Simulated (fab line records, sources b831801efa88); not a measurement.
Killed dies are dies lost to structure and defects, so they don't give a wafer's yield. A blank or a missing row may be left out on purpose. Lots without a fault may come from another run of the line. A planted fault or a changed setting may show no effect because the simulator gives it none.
fab line records | flow gf180mcu
record lots=13 wafers=39 last_day=34
route steps=602 shown MIM@503
lots that met no fault: from a run of the same line without faults
start_h: hours from the record's first day to the start of the lot's first wafer shown | wait_h: hours since the lot's step before | " the same as in the row above | L1.1+2: a row that stands for several wafers | - no value, or no start given | * or withheld: withheld | < > ~ a bound
route shown NAME@n: a module of which the file shows steps, and the number in the route of the first | usual: mean/standard deviation of fault-free wafers | same: alike in all rows | chamber/n: place in a boat | sites: the reading at each site | _std_site: their standard deviation | _edge_site: outer sites' mean less inner sites' | radius_mm: how far each site lies from the wafer's centre | mask NAME#n: copy n | behind: the tool/chamber that last shaped the wafer | hold: why the lot was held/for how many hours/how that ended | device: the transistor (n, p or np) that didn't switch | end of line: the same wafers' tests at the end of the route | a step without rows: its recipe alone | killed: dies lost to structure and defects at the first sort, not the wafer's yield | map: a wafer's dies, x killed, . not, _ none there
set.NAME: the setting as run; set.NAME@STEP: as run at that earlier step | model.NAME: the simulator's own value behind a step, which no gauge read
steps of the route over a sample of lots; a table a step, a row a wafer
services: from which hour (start_h, from the record's first day; less than 0 if before it) a tool's chamber was out of use, for how many hours, and why
## steps
# step GF_MIM_SPUTTER_00
# recipe material=Ti target_thk_nm=37.5 arriving_ion_energy_ev=80 substrate_temp_c=200 chamber_pressure_pa=2 power_w=4000 time_s=150
# usual cathode_dc_power_W=4000.0/0.76 chamber_pressure_pa=2.000/0.0037 throttle_valve_pct=30.0/1.2
# columns lot.wafer tool chamber start_h wait_h cathode_dc_power_W chamber_pressure_pa throttle_valve_pct
L298.1 pvd_sputter-04 - 579.84 0.2 4000.1 2.003 29.9
L298.4 " - " " 3999.2 1.999 31.1
L298.5 " - " " 4000.0 1.994 30.9
L299.2 pvd_sputter-01 - 585.83 0.1 4001.4 2.002 29.0
L299.4 " - " " 3999.6 2.007 30.1
L299.6 " - " " 3999.8 2.006 30.1
L302.1 pvd_sputter-03 - 602.83 0.1 4000.4 2.003 29.6
L302.5 " - " " 3999.7 2.005 29.6
L302.6 " - " " 4000.2 2.002 31.3
L303.1 pvd_sputter-03 - 622.47 0.2 3999.3 2.004 27.4
L303.2 " - " " 4000.0 1.999 30.5
L303.5 " - " " 4000.7 1.996 29.3
L304.1 pvd_sputter-01 - 627.04 0.1 3999.2 2.000 29.3
L304.3 " - " " 4000.4 1.993 31.8
L304.4 " - " " 3999.2 1.999 30.0
L305.1 pvd_sputter-03 - 628.52 0.2 3999.1 1.997 31.3
L305.4 " - " " 4000.0 1.993 29.6
L305.6 " - " " 4000.4 2.000 27.7
L307.2 pvd_sputter-04 - 650.70 0.1 4000.0 2.003 31.1
L307.3 " - " " 3999.8 1.997 30.6
L307.5 " - " " 3998.7 2.005 30.1
L308.1 pvd_sputter-03 - 652.22 0.2 3998.8 1.999 31.4
L308.2 " - " " 3999.4 2.000 30.3
L308.4 " - " " 4000.5 2.005 28.1
L309.1 pvd_sputter-03 - 666.10 0.1 3999.4 1.999 30.5
L309.5 " - " " 3998.6 1.997 29.8
L309.6 " - " " 4000.3 2.006 31.4
L310.1 pvd_sputter-03 - 671.20 0.2 - - -
L310.4 " - " " - - -
L310.5 " - " " - - -
L311.2 pvd_sputter-03 - 675.40 0.1 - - -
L311.4 " - " " - - -
L311.6 " - " " - - -
L312.1 pvd_sputter-04 - 685.14 0.2 - - -
L312.4 " - " " - - -
L312.6 " - " " - - -
L320.2 pvd_sputter-03 - 729.27 0.2 3999.8 2.007 27.6
L320.3 " - " " 3998.9 1.997 29.9
L320.4 " - " " 3999.6 1.999 31.4
# step GF_MIM_SPUTTER_02
# recipe material=AlCu target_thk_nm=450 power_w=10600 time_s=23.9 chamber_pressure_pa=0.4
# usual cathode_dc_power_W=10600/2 chamber_pressure_pa=0.3999/0.00079 throttle_valve_pct=30.0/1.2
# columns lot.wafer tool chamber start_h wait_h cathode_dc_power_W chamber_pressure_pa throttle_valve_pct
L298.1 pvd_sputter-04 - 579.97 0.0 10600 0.4011 30.2
L298.4 " - " " 10600 0.4004 31.0
L298.5 " - " " 10601 0.4005 31.1
L299.2 pvd_sputter-01 - 585.96 0.0 10599 0.4003 29.3
L299.4 " - " " 10601 0.3996 29.9
L299.6 " - " " 10601 0.4004 30.0
L302.1 pvd_sputter-03 - 602.97 0.0 10599 0.4002 29.7
L302.5 " - " " 10596 0.4013 29.8
L302.6 " - " " 10595 0.4004 31.6
L303.1 pvd_sputter-03 - 622.60 0.0 10600 0.3995 27.5
L303.2 " - " " 10599 0.4010 30.5
L303.5 " - " " 10600 0.4014 29.4
L304.1 pvd_sputter-01 - 627.17 0.0 10600 0.3993 29.3
L304.3 " - " " 10602 0.4005 31.8
L304.4 " - " " 10601 0.3996 30.0
L305.1 pvd_sputter-03 - 628.65 0.0 10600 0.3983 31.5
L305.4 " - " " 10600 0.4005 29.5
L305.6 " - " " 10600 0.4021 27.3
L307.2 pvd_sputter-04 - 650.83 0.0 10597 0.3999 30.9
L307.3 " - " " 10602 0.4001 30.6
L307.5 " - " " 10600 0.4010 29.8
L308.1 pvd_sputter-03 - 652.35 0.0 10602 0.3999 31.4
L308.2 " - " " 10600 0.3990 30.4
L308.4 " - " " 10602 0.4004 27.7
L309.1 pvd_sputter-03 - 666.23 0.0 10598 0.4007 30.6
L309.5 " - " " 10597 0.4000 29.5
L309.6 " - " " 10596 0.3998 31.6
L310.1 pvd_sputter-03 - 671.33 0.0 10600 0.4004 27.4
L310.4 " - " " 10601 0.4010 31.5
L310.5 " - " " 10602 0.4008 29.4
L311.2 pvd_sputter-03 - 675.53 0.0 10602 0.3992 27.5
L311.4 " - " " 10599 0.4003 29.7
L311.6 " - " " 10599 0.3995 31.4
L312.1 pvd_sputter-04 - 685.27 0.0 10598 0.4001 30.5
L312.4 " - " " 10596 0.3992 30.0
L312.6 " - " " 10601 0.4010 30.9
L320.2 pvd_sputter-03 - 729.40 0.0 10601 0.4010 27.4
L320.3 " - " " 10598 0.4006 29.3
L320.4 " - " " 10598 0.3989 31.6
# step GF_MIM_CVD_05
# recipe material=Si3N4 target_thk_nm=42 temp_max_c=400 temp_c=385 time_s=29.086 rf_w=450
# usual heater_power_w=640/72
# columns lot.wafer tool chamber start_h wait_h heater_power_w since_wet_clean_h
L298.1 pecvd-03 2 580.06 0.0 658 197
L298.4 " 0 " " 573 -
L298.5 " 1 " " 585 -
L299.2 pecvd-02 0 586.05 0.0 766 828
L299.4 " 0 " " 768 -
L299.6 " 2 " " 617 -
L302.1 pecvd-01 0 603.06 0.0 524 428
L302.5 " 2 " " 689 -
L302.6 " 1 " " 688 -
L303.1 pecvd-01 1 622.69 0.0 697 448
L303.2 " 2 " " 614 448
L303.5 " 1 " " 686 -
L304.1 pecvd-03 0 627.26 0.0 609 244
L304.3 " 2 " " 815 244
L304.4 " 0 " " 625 -
L305.1 pecvd-01 1 628.74 0.0 627 454
L305.4 " 0 " " 586 -
L305.6 " 2 " " 699 -
L307.2 pecvd-02 2 650.92 0.0 684 46
L307.3 " 1 " " 650 46
L307.5 " 1 " " 636 -
L308.1 pecvd-03 2 652.44 0.0 773 270
L308.2 " 0 " " 540 270
L308.4 " 0 " " 544 -
L309.1 pecvd-01 2 666.32 0.0 616 492
L309.5 " 0 " " 566 -
L309.6 " 2 " " 603 -
L310.1 pecvd-03 2 671.42 0.0 722 289
L310.4 " 0 " " 638 -
L310.5 " 1 " " 591 -
L311.2 pecvd-01 2 675.62 0.0 703 501
L311.4 " 2 " " 702 -
L311.6 " 1 " " 659 -
L312.1 pecvd-02 1 685.36 0.0 620 80
L312.4 " 1 " " 618 -
L312.6 " 2 " " 695 -
L320.2 pecvd-01 0 729.49 0.0 585 555
L320.3 " 1 " " 597 555
L320.4 " 2 " " 703 -
# step GF_MIM_SPUTTER_09
# recipe material=TiN target_thk_nm=35 power_w=6500 time_s=29.2 chamber_pressure_pa=0.4
# usual cathode_dc_power_W=6500.1/1.1 chamber_pressure_pa=0.4001/0.00085 throttle_valve_pct=30.0/1.2
# columns lot.wafer tool chamber start_h wait_h cathode_dc_power_W chamber_pressure_pa throttle_valve_pct
L298.1 pvd_sputter-03 - 580.22 0.0 6500.9 0.4006 27.2
L298.4 " - " " 6496.9 0.3988 31.5
L298.5 " - " " 6500.0 0.4002 27.7
L299.2 pvd_sputter-03 - 586.21 0.0 6499.3 0.4002 29.5
L299.4 " - " " 6498.1 0.3994 27.5
L299.6 " - " " 6500.4 0.3997 27.1
L302.1 pvd_sputter-01 - 603.22 0.0 6500.7 0.4011 31.8
L302.5 " - " " 6501.5 0.4003 29.9
L302.6 " - " " 6501.4 0.3984 30.2
L303.1 pvd_sputter-04 - 622.85 0.0 6500.0 0.3992 30.2
L303.2 " - " " 6500.1 0.4014 30.8
L303.5 " - " " 6499.6 0.4001 29.9
L304.1 pvd_sputter-03 - 627.42 0.0 6500.0 0.4014 31.4
L304.3 " - " " 6500.2 0.4013 30.2
L304.4 " - " " 6499.5 0.3992 29.5
L305.1 pvd_sputter-04 - 628.90 0.0 6499.6 0.3995 30.5
L305.4 " - " " 6499.4 0.4013 30.0
L305.6 " - " " 6501.0 0.3994 30.0
L307.2 pvd_sputter-01 - 651.08 0.0 6500.8 0.3995 29.5
L307.3 " - " " 6499.8 0.4004 31.7
L307.5 " - " " 6501.5 0.4004 31.6
L308.1 pvd_sputter-01 - 652.60 0.0 6499.3 0.4004 29.1
L308.2 " - " " 6500.7 0.4016 29.9
L308.4 " - " " 6499.1 0.3988 29.6
L309.1 pvd_sputter-01 - 666.48 0.0 6500.5 0.4004 29.0
L309.5 " - " " 6498.2 0.4002 31.5
L309.6 " - " " 6501.0 0.3998 29.2
L310.1 pvd_sputter-04 - 671.58 0.0 6501.8 0.4006 31.1
L310.4 " - " " 6498.3 0.4010 30.8
L310.5 " - " " 6500.8 0.4001 30.0
L311.2 pvd_sputter-01 - 675.78 0.0 6501.0 0.4016 31.7
L311.4 " - " " 6500.4 0.4009 29.8
L311.6 " - " " 6501.4 0.3991 29.4
L312.1 pvd_sputter-01 - 685.52 0.0 6499.1 0.4000 29.9
L312.4 " - " " 6501.4 0.4004 29.3
L312.6 " - " " 6500.3 0.4023 31.8
L320.2 pvd_sputter-04 - 729.65 0.0 6501.7 0.3995 30.3
L320.3 " - " " 6502.0 0.3997 31.2
L320.4 " - " " 6499.1 0.4000 30.6
## services
# columns tool chamber start_h hours kind
pecvd-02 - 591.12 14.0 pm
pecvd-02 0 591.12 14.0 vent_cycle
pecvd-02 1 591.12 14.0 vent_cycle
pecvd-02 2 591.12 14.0 vent_cycle
pecvd-02 2 598.73 6.1 repair
pecvd-02 0 605.12 - clean
pecvd-02 1 605.12 - clean
pecvd-02 2 605.12 - clean
pvd_sputter-03 - 607.55 1.1 repair
pvd_sputter-01 - 612.59 9.1 repair
pvd_sputter-04 - 626.23 2.3 repair
pecvd-03 1 627.85 5.5 repair
pecvd-01 2 644.24 4.0 repair
pvd_sputter-04 - 664.57 0.5 repair
pvd_sputter-01 - 675.05 0.6 repair
pecvd-02 0 695.55 - calibration
pecvd-02 - 700.15 1.6 repair
## key
first_sign step=GF_MIM_SPUTTER_00 reading=tool_record direction=missing
effect none on later readings
met_at GF_MIM_SPUTTER_00
struck_lots L310,L311,L312
not_acting_at GF_MIM_SPUTTER_02,GF_MIM_CVD_05,GF_MIM_SPUTTER_09
onset_between 666.10 671.20
fault kind=skipped_step_whole tool=pvd_sputter-03,pvd_sputter-04 chamber=- onset_h=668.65 steps=GF_MIM_SPUTTER_00 scope=struck_lots_only
